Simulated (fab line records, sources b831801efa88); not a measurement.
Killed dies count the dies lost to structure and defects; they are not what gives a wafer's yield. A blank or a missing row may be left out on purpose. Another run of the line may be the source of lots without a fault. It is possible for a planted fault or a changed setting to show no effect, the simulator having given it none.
Which tool is to blame? -- flow sky130 -- 13 lots, 39 wafers sampled, at 2 steps of a route of 708

WHAT THE GAUGES READ, wafer by wafer
SKY_FIELD_ISO_THK_MEAS_04. Usual: FIELD_ISO_CVD_03_THK typically reads 165.1 nm, with standard deviation 1.4.
lot,measured,on,FIELD_ISO_CVD_03_THK (nm),flag
L393,day 1 21:54,film_metro-01,164.3 164.4 165.9,
L395,day 2 05:06,film_metro-03,163.9 162.5 163.5,
L397,day 2 17:29,film_metro-01,165.6 163.5 163.8,
L400,day 3 06:34,film_metro-03,166.3 165.6 165.4,
L399,day 3 06:35,film_metro-01,165.9 165.0 164.9,
L402,day 3 16:31,film_metro-03,162.0 163.4 162.8,
L403,day 3 23:05,film_metro-02,165.7 166.3 165.4,
L405,day 4 07:18,film_metro-02,166.3 167.7 167.4,
L407,day 4 18:10,film_metro-02,167.4 166.6 167.2,
L410,day 5 07:29,film_metro-02,164.8 165.2 164.5,
L412,day 5 19:42,film_metro-01,167.2 167.2 167.1,
L413,day 5 23:21,film_metro-02,163.9 165.3 163.3,
L415,day 6 10:55,film_metro-01,168.4 167.7 166.0,

SKY_FIELD_ISO_CD_MEAS_13 targets a cd of 150 nm. Usual: cd_nm reads 150.0 nm (standard deviation 1.7).
lot,measured,on,cd_nm (nm),flag
L393,day 2 11:58,cd_sem-02,150.8 149.7 150.2,
L395,day 2 20:08,cd_sem-01,151.1 152.1 149.3,
L397,day 3 08:50,cd_sem-01,149.1 149.3 149.4,
L400,day 3 22:05,cd_sem-02,148.8 146.9 148.8,
L399,day 3 22:01,cd_sem-02,149.8 151.4 150.1,
L402,day 4 08:34,cd_sem-02,152.3 152.6 150.8,
L403,day 4 16:13,cd_sem-01,149.8 150.7 150.0,
L405,day 5 00:12,cd_sem-02,153.3 151.3 150.5,
L407,day 5 12:35,cd_sem-02,152.6 151.9 152.0,
L410,day 6 00:42,cd_sem-01,149.8 150.8 149.8,
L412,day 6 13:55,cd_sem-01,149.1 150.1 150.1,
L413,day 6 17:37,cd_sem-02,149.9 150.9 149.2,
L415,day 7 05:55,cd_sem-01,147.7 148.1 148.7,

WHICH TOOL RAN EACH LOT (tool, then ch and the chambers of the sampled wafers, then the start)
Record: no process step prior to these readings.

AS READ BY THE TOOLS THEMSELVES (means over the sampled wafers that have a number; for cases with no such wafer, the mark the record gives instead)
The record holds no such reading with a usual standard deviation.

THE ANSWER, worked out from the rows above alone
Rule: take the mean of a lot's wafers that have a number; if it is more than 3 standard deviations from the usual mean, the lot is off. Also off: a lot with no number at a reading for which 4 or more lots have one. All remaining lots with rows at the step are treated as sound. Order of review: gauges by route order, followed by the tools' own readings, for which a lot's mean as printed above is used. At the first step where some lot is off, the reading lying furthest off is the one used; lots without a number count as furthest.
Across all readings shown, no lot is off: no conclusion can be drawn from this.

WHAT THE SIMULATOR PUT IN
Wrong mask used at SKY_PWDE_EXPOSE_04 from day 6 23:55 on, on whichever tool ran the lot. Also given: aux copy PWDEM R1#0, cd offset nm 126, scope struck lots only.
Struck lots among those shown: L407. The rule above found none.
